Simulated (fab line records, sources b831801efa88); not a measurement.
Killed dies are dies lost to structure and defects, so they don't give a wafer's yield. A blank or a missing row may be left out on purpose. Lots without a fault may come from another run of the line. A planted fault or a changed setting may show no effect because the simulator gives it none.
Which tool did it? | flow sky130 | 10 lots, 30 wafers sampled, at 6 steps of a route of 708

WHAT THE GAUGES READ, wafer by wafer
SKY_VT_ADJUST_HVTR_TW_MEAS_11.
lot  | measured     | on            | VT_ADJUST_HVTR_TW
L694 | day 10 08:36 | film_metro-03 | 207.2 208.1 208.8
L695 | day 10 10:47 | film_metro-02 | 209.3 208.9 209.1
L697 | day 11 06:19 | film_metro-04 | 212.7 212.1 212.6
L700 | day 11 15:49 | film_metro-02 | 210.4 210.6 208.9
L702 | day 12 05:55 | film_metro-04 | 211.2 212.2 212.1
L703 | day 12 19:39 | film_metro-03 | 208.5 208.2 207.6
L710 | day 14 14:11 | film_metro-04 | 211.0 212.7 212.2
L712 | day 15 08:31 | film_metro-04 | 212.2 210.6 212.8
L713 | day 15 15:04 | film_metro-03 | 209.5 209.4 208.2
L716 | day 16 08:29 | film_metro-03 | 209.3 210.4 209.3

SKY_LDD_N_OVL_MEAS_07.
lot  | measured     | on         | LDD_N_OVL (nm)
L694 | day 18 17:32 | overlay-02 | 2.1 -0.2 -0.5
L695 | day 19 03:11 | overlay-02 | -2.3 -1.3 -0.5
L697 | day 19 19:24 | overlay-01 | 0.8 0.3 0.6
L700 | day 20 13:53 | overlay-02 | 1.5 1.1 -1.4
L702 | day 21 00:44 | overlay-02 | -0.5 -1.3 -0.4
L703 | day 22 12:20 | overlay-02 | -1.8 0.0 -1.1
L710 | day 24 01:16 | overlay-02 | -3.0 -0.8 0.3
L712 | day 24 19:06 | overlay-02 | -0.2 0.5 1.5
L713 | day 24 23:05 | overlay-02 | -0.8 -0.8 -0.2
L716 | day 25 19:26 | overlay-02 | 1.5 1.3 3.0

SKY_CONTACT_RS_MEAS_25: measures by four-point-probe.
lot  | measured     | on            | CONTACT_W_RS (ohm/sq)
L694 | day 32 18:36 | film_metro-04 | 0.347 0.348 0.349
L695 | day 32 23:01 | film_metro-04 | 0.335 0.334 0.341
L697 | day 33 12:52 | film_metro-01 | 0.350 0.348 0.346
L700 | day 34 09:50 | film_metro-02 | 0.347 0.347 0.346
L702 | day 34 15:55 | film_metro-01 | 0.350 0.515 0.347 0.349 0.513 0.347
L703 | day 35 22:29 | film_metro-02 | 0.499 0.346 0.495 0.499 0.346 0.495
L710 | day 37 06:10 | film_metro-01 | 0.341 0.345 0.342
L712 | day 37 21:32 | film_metro-01 | 0.341 0.344 0.340
L713 | day 38 01:35 | film_metro-04 | 0.341 0.344 0.345
L716 | day 38 19:28 | film_metro-04 | 0.346 0.343 0.339

SKY_CONTACT_THK_MEAS_26: measures by xrf.
lot  | measured     | on            | CONTACT_W_THK (nm)
L694 | day 32 18:42 | film_metro-04 | 318 321 319
L695 | day 32 23:08 | film_metro-04 | 328 332 322
L697 | day 33 12:58 | film_metro-01 | 315 317 316
L700 | day 34 09:56 | film_metro-02 | 323 323 324
L702 | day 34 18:03 | film_metro-01 | 312 217 315 313 218 318
L703 | day 36 01:02 | film_metro-02 | 226 321 228 227 324 228
L710 | day 37 06:17 | film_metro-01 | 325 320 324
L712 | day 37 21:37 | film_metro-01 | 322 321 326
L713 | day 38 01:41 | film_metro-04 | 323 322 319
L716 | day 38 19:34 | film_metro-04 | 320 322 326

WHICH TOOL RAN EACH LOT (tool, then ch and the chambers of the sampled wafers, then the start)
lot  | SKY_DNWELL_STRIP_08                 | SKY_CONTACT_CVD_24
L694 | plasma_asher-03 ch 0,1, day 3 20:31 | cvd_w-02 ch 0,1, day 32 18:29
L695 | plasma_asher-02 ch 0,1, day 3 20:40 | cvd_w-01 ch 0,1, day 32 22:55
L697 | plasma_asher-03 ch 0,1, day 4 12:29 | cvd_w-02 ch 0,1, day 33 12:44
L700 | plasma_asher-03 ch 0,1, day 4 19:46 | cvd_w-02 ch 0,1, day 34 09:42
L702 | plasma_asher-01 ch 0,1, day 5 06:13 | cvd_w-02 ch 0,1, day 34 15:47
L703 | plasma_asher-01 ch 0, day 5 16:23   | cvd_w-02 ch 1, day 35 22:21
L710 | plasma_asher-02 ch 0,1, day 6 22:55 | cvd_w-01 ch 0,1, day 37 06:03
L712 | plasma_asher-02 ch 0,1, day 7 13:56 | cvd_w-01 ch 0,1, day 37 21:23
L713 | plasma_asher-01 ch 0,1, day 7 18:26 | cvd_w-02 ch 0,1, day 38 01:28
L716 | plasma_asher-01 ch 0,1, day 8 08:02 | cvd_w-02 ch 0,1, day 38 19:20
- SKY_DNWELL_STRIP_08: strips in O2/N2.
- SKY_CONTACT_CVD_24: deposits W, target thk 340 nm, time 102.12 s.

WHAT THE TOOLS THEMSELVES READ (means of the sampled wafers that have a number; where no wafer has one, the mark that the record gives instead)
SKY_DNWELL_STRIP_08.
lot  | tool            | chamber_pressure_mTorr (mTorr) | drypump_motor_current_A (A) | n2_flow_sccm (sccm) | oes_product_au (a.u.) | strip_time_to_endpoint_s (s)
L694 | plasma_asher-03 | 1500.3                         | 5.79                        | 300.7               | 0.722                 | 36.92
L695 | plasma_asher-02 | 1499.3                         | 5.83                        | 299.4               | 0.718                 | 37.01
L697 | plasma_asher-03 | 1500.1                         | 5.78                        | 299.4               | 0.720                 | 36.87
L700 | plasma_asher-03 | 1499.0                         | 5.84                        | 300.5               | 0.725                 | 36.96
L702 | plasma_asher-01 | 1498.6                         | 5.44                        | 299.5               | 0.725                 | 36.90
L703 | plasma_asher-01 | 1501.2                         | 5.47                        | 299.9               | 0.724                 | 37.02
L710 | plasma_asher-02 | 1499.9                         | 5.83                        | 300.2               | 0.726                 | 36.94
L712 | plasma_asher-02 | 1500.3                         | 5.84                        | 300.6               | 0.725                 | 36.93
L713 | plasma_asher-01 | 1499.9                         | 5.44                        | 300.3               | 0.725                 | 37.02
L716 | plasma_asher-01 | 1500.2                         | 5.44                        | 299.2               | 0.721                 | 36.76

SKY_CONTACT_CVD_24.
lot  | tool     | heater_power_w (W)
L694 | cvd_w-02 | 858
L695 | cvd_w-01 | 773
L697 | cvd_w-02 | 848
L700 | cvd_w-02 | 851
L702 | cvd_w-02 | 854
L703 | cvd_w-02 | 869
L710 | cvd_w-01 | 742
L712 | cvd_w-01 | 738
L713 | cvd_w-02 | 851
L716 | cvd_w-02 | 833

THE ANSWER, worked out from the rows above alone
Rule: what is usual is taken from the lots themselves. Put in order of their means at a reading, lots are off if they are a third of the lots or fewer, leave a main group of 4 or more, and stand apart from it by a gap of 3 or more times the standard deviation of the main group's means; of several such gaps the widest counts. A main group whose means are all the same, to the digits that the tables above print for the reading, isn't used. A lot without any number at a reading at which 4 lots or more have one is off too. The other lots that the step has rows for count as sound. The gauges are gone through in route order, then the tools' own readings, and for those a lot's mean is taken as printed above. The first step at which some lot is off is used, and at that step the reading that is off furthest; a lot without a number counts as furthest.
Off: L702, L703, at SKY_CONTACT_RS_MEAS_25 (CONTACT_W_RS). The main group: mean 0.344 ohm/sq, standard deviation 0.0036.
A tool fits if, at a process step before that reading, it ran every lot that is off, and no sound lot after the first of them. The gauges at SKY_CONTACT_RS_MEAS_25 are tried like those tools. None of those tried fits.

WHAT THE SIMULATOR HAD PUT IN
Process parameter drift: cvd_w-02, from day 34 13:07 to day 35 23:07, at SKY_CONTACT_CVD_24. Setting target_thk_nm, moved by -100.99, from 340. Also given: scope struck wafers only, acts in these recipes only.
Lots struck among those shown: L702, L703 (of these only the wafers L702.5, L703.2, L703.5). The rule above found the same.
